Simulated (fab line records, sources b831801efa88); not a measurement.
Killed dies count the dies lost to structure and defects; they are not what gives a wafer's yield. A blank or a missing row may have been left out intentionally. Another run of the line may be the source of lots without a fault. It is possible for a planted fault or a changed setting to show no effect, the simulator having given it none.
fab line records	flow sky130
[record] lots = 14	wafers = 40	lastDay = 50
route steps=708 shown VIA1@472
lots that met no fault: taken from a fault-free run of the same line
startH: hours from the record's opening day to when the first of the lot's shown wafers began	waitH: hours since the lot's step before	" same as the row above	L1.1+2: several wafers, shown together as one row	- value missing, or start not given	* or withheld: withheld	< > ~ a bound
route shown NAME@n: NAME is a module with steps in the file, n the number in the route of the first one	usual: mean and standard deviation over wafers with no fault	same: alike in all rows	chamber/n: place in a boat	sites: the reading at each site	_std_site: their standard deviation	_edge_site: mean of outer sites minus mean of inner sites	radiusMm: how far each site lies from the wafer's centre	mask NAME#n: copy n	behind: tool/chamber where the wafer was last shaped	hold: why the lot was held/for how many hours/how that ended	device: the transistor (n, p or np) that didn't switch	end of line: the route-end tests of the same wafers	for a step that has no rows: nothing shown but its recipe	killed: dies lost to structure and defects at the first sort, not the wafer's yield	map: the dies of a wafer, with x for killed, . for not killed, _ for no die there
set.NAME: the setting that was run; set.NAME@STEP: the one run at that earlier step	model.NAME: the simulator's own value behind a step, which no gauge read
a sample of lots followed through the steps of the route, with each step as a table and each wafer as a row
services: when a tool's chamber went out of use (startH, in hours from the record's first day, below 0 if earlier), for how many hours, and the reason
[[steps]]
[step SKY_VIA1_ETCH_14]
[recipe] chemistry = N2/H2	target = BARC	ionEnergyEv = 200	sourceW = 500	biasW = 100	pressureMtorr = 30	n2FlowSccm = 100	h2FlowSccm = 200	stopOn = SiO2	timeS = 45.9	targetDepthA = 600
[usual] drypumpMotorCurrentA = 5.7/0.52	oesProductAu = 0.855/0.0055	runLengthS = 74.3/0.43	throttleValvePct = 13.226/0.0092
lot.wafer	tool	chamber	startH	waitH	drypumpMotorCurrentA	oesProductAu	rfHoursCounterH	runLengthS	throttleValvePct
L442.3	rieDiel-01	3	799.21	0.0	6.2	0.853	7	74.4	13.222
L442.5	"	3	"	"	6.2	0.863	-	73.9	13.224
L442.6	"	0	"	"	5.0	0.857	-	74.4	13.217
L443.1	rieDiel-01	3	811.61	0.0	6.2	0.864	8	73.9	13.219
L443.4	"	1	"	"	5.9	0.851	5	74.3	13.231
L443.6	"	2	"	"	6.2	0.848	-	75.0	13.219
L444.3	rieDiel-03	1	817.81	0.0	4.8	0.856	9	74.2	13.228
L444.5	"	2	"	"	5.7	0.859	-	74.5	13.222
L444.6	"	3	"	"	6.5	0.850	-	73.9	13.242
L450.1	rieDiel-04	1	866.76	0.0	5.4	0.854	12	74.2	13.230
L450.4	"	0	"	"	6.0	0.858	-	74.8	13.237
L450.5	"	1	"	"	5.3	0.861	-	73.9	13.244
L451.1	rieDiel-03	0	868.36	0.0	5.1	0.970	20	67.8	13.231
L451.6	"	1	"	"	4.8	0.863	-	74.5	13.221
L452.2	rieDiel-03	0	879.71	0.0	5.1	0.965	20	67.8	13.236
L452.6	"	1	"	"	4.8	0.850	-	74.2	13.221
L455.1	rieDiel-04	3	901.58	0.0	5.7	0.854	2	74.1	13.233
L455.4	"	3	"	"	5.8	0.848	-	73.8	13.233
L455.5	"	2	"	"	5.6	0.855	-	73.9	13.213
L456.1	rieDiel-01	2	916.71	0.0	6.2	0.857	15	75.1	13.238
L456.3	"	1	"	"	5.9	0.849	9	74.8	13.226
L456.6	"	1	"	"	5.9	0.861	-	74.6	13.222
L458.1	rieDiel-01	2	927.28	0.0	6.2	0.849	15	75.3	13.221
L458.4	"	1	"	"	5.9	0.858	9	74.4	13.239
L458.6	"	0	"	"	5.0	0.850	-	74.2	13.218
L459.2	rieDiel-01	3	932.81	0.0	6.3	0.848	11	73.8	13.226
L459.4	"	1	"	"	5.9	0.855	9	74.2	13.235
L459.6	"	3	"	"	6.2	0.859	-	73.7	13.239
L460.1	rieDiel-01	0	934.34	0.0	5.0	0.854	12	74.6	13.239
L460.4	"	3	"	"	6.2	0.860	11	74.1	13.250
L460.6	"	0	"	"	5.0	0.867	-	74.1	13.217
L461.1	rieDiel-01	0	939.53	0.0	5.0	0.873	12	74.1	13.217
L461.2	"	1	"	"	5.9	0.861	9	74.3	13.225
L461.4	"	3	"	"	6.3	0.859	11	73.9	13.223
L462.2	rieDiel-03	1	947.74	0.0	4.8	0.852	11	74.6	13.227
L462.3	"	3	"	"	6.4	0.864	12	74.5	13.230
L462.6	"	0	"	"	5.1	0.851	-	73.6	13.241
L464.2	rieDiel-04	1	960.51	0.0	5.3	0.848	15	74.1	13.228
L464.3	"	3	"	"	5.8	0.851	2	73.9	13.228
L464.6	"	3	"	"	5.8	0.857	-	74.5	13.224
[[services]]
tool	chamber	startH	hours	kind
rieDiel-03	2	802.85	6.4	repair
rieDiel-03	3	809.97	4.1	repair
rieDiel-04	3	810.60	13.1	repair
rieDiel-01	-	817.17	0.6	repair
rieDiel-01	2	830.32	5.5	repair
rieDiel-03	3	832.31	3.9	repair
rieDiel-04	3	836.33	-	clean
rieDiel-04	3	836.33	18.7	scheduledDown
rieDiel-04	3	836.33	18.7	ventCycle
rieDiel-01	3	848.14	2.5	repair
rieDiel-04	3	859.52	2.9	repair
rieDiel-04	2	860.83	8.7	repair
rieDiel-01	1	871.34	3.6	repair
rieDiel-04	0	882.33	20.5	repair
rieDiel-03	0	887.64	1.2	repair
rieDiel-03	0	904.87	-	clean
rieDiel-03	0	904.87	18.0	scheduledDown
rieDiel-03	0	904.87	18.0	ventCycle
rieDiel-03	1	908.29	35.7	repair
rieDiel-04	-	919.87	15.6	pm
rieDiel-04	3	936.56	18.8	repair
rieDiel-04	0	940.90	3.8	repair
rieDiel-04	2	958.07	9.2	repair
[[key]]
[firstSign] step = SKY_VIA1_ETCH_14	reading = oesProductAu	direction = up	sigmas = 20	usual = 0.855	struck = 0.967
[effect] step = SKY_VIA1_ETCH_14	reading = runLengthS	direction = down	sigmas = 15	usual = *	struck = *
metAt SKY_VIA1_ETCH_14
struckLots L451,L452
struckWafers L451.1,L452.2
sortLeftOut L451.1,L452.2
onsetBetween 817.81 868.36
[fault] kind = processParameterDrift	tool = rieDiel-03	chamber = -	onsetH = 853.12	steps = SKY_VIA1_ETCH_14	channel = timeS	offset = *	shape = step	endH = 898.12	scope = struckWafersOnly	actsIn = *	stated = *
// sortLeftOut: the simulated sort isn't trusted on such a fault, so these wafers' sort isn't shown, and their yield isn't known
